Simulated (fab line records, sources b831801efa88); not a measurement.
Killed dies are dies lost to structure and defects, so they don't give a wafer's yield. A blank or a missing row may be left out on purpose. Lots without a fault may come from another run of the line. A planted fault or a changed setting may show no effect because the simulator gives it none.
A struck lot beside a sound one | flow gf180mcu | 16 steps out of a route of 602
Sound: wafers L778.1, L778.5, L778.6. Struck: wafers L781.1, L781.2. The cause comes at the end.
At each step with rows: each side's tool, then ch and its chambers, then its first start. Under that, the readings that differ: sound wafers | struck wafers | difference of the means | sigmas: that difference in standard deviations of wafers without a fault.
alike: readings whose means differ by less than 2 such deviations, and words and numbers that are the same on both sides. not compared: withheld readings, readings that some wafer has no value for, bounds like >300 that may hide the same value, and numbers for which the record gives no deviation and whose values overlap.
The two part at a step that has a row with sigmas, a row that says differs or no value, or rows on one side only. Numbers that don't overlap but have no deviation are shown without sigmas and don't part them. A reading that every wafer of one side lacks parts them only if that side has two wafers or more.

first, 4 steps without rows for these wafers: GF_DNWELL_EXPOSE_04 (exposes mask DNWELL, target cd 1700 nm); GF_DNWELL_PEB_05; GF_DNWELL_DEVELOP_06 (develop time 60 s); GF_DNWELL_IMPLANT_07.
GF_DNWELL_STRIP_08: strips in O2/N2.
  sound on plasma_asher-01 ch 0,1, day 3 15:26; struck on plasma_asher-04 ch 0,1, day 4 06:47
  alike: drypump_motor_current_A, heater_power_w, oes_product_au, strip_time_to_endpoint_s
  not compared: rf_hours_counter_h
GF_DNWELL_TW_MEAS_09:
  sound on film_metro-03, day 3 15:32; struck on film_metro-04, day 4 06:53
  alike: DNWELL_TW
then, 6 steps without rows for these wafers: GF_NWELL_DEHYDRATE_00 (time 60 s); GF_NWELL_HMDS_01 (prime time 60 s); GF_NWELL_COAT_02 (resist thk 3000 nm); GF_NWELL_SOFTBAKE_03; GF_NWELL_EXPOSE_04 (exposes mask Nwell, target cd 860 nm); GF_NWELL_PEB_05.
GF_NWELL_DEVELOP_06: develop time 60 s.
  sound on litho_track-04 ch 0, day 4 04:00; struck on litho_track-04 ch 0, day 4 21:00
  alike: developer_temp_C
GF_NWELL_OVL_MEAS_07:
  sound on overlay-01, day 4 04:46; struck on overlay-02, day 4 21:16
  reading        | sound          | struck | difference                    | sigmas
  NWELL_OVL (nm) | -1.8 -0.4 -0.7 | - -    | no value on the struck wafers |
then, 1 step without rows for these wafers: GF_NWELL_IMPLANT_08.
-- the record jumps here: 26 days lie between the struck wafers' starts before and after (it left off in module NWELL and takes up again in module PASSIVATION, whose first step shown is number 602 of the route) --
GF_PASSIVATION_PROBE_99:
  the record has rows for the struck wafers here (prober-02, day 31 02:26) and none for the sound ones

WHERE THEY PART
First at GF_NWELL_OVL_MEAS_07; last, within this record, at GF_PASSIVATION_PROBE_99.

WHY: what the simulator had put in
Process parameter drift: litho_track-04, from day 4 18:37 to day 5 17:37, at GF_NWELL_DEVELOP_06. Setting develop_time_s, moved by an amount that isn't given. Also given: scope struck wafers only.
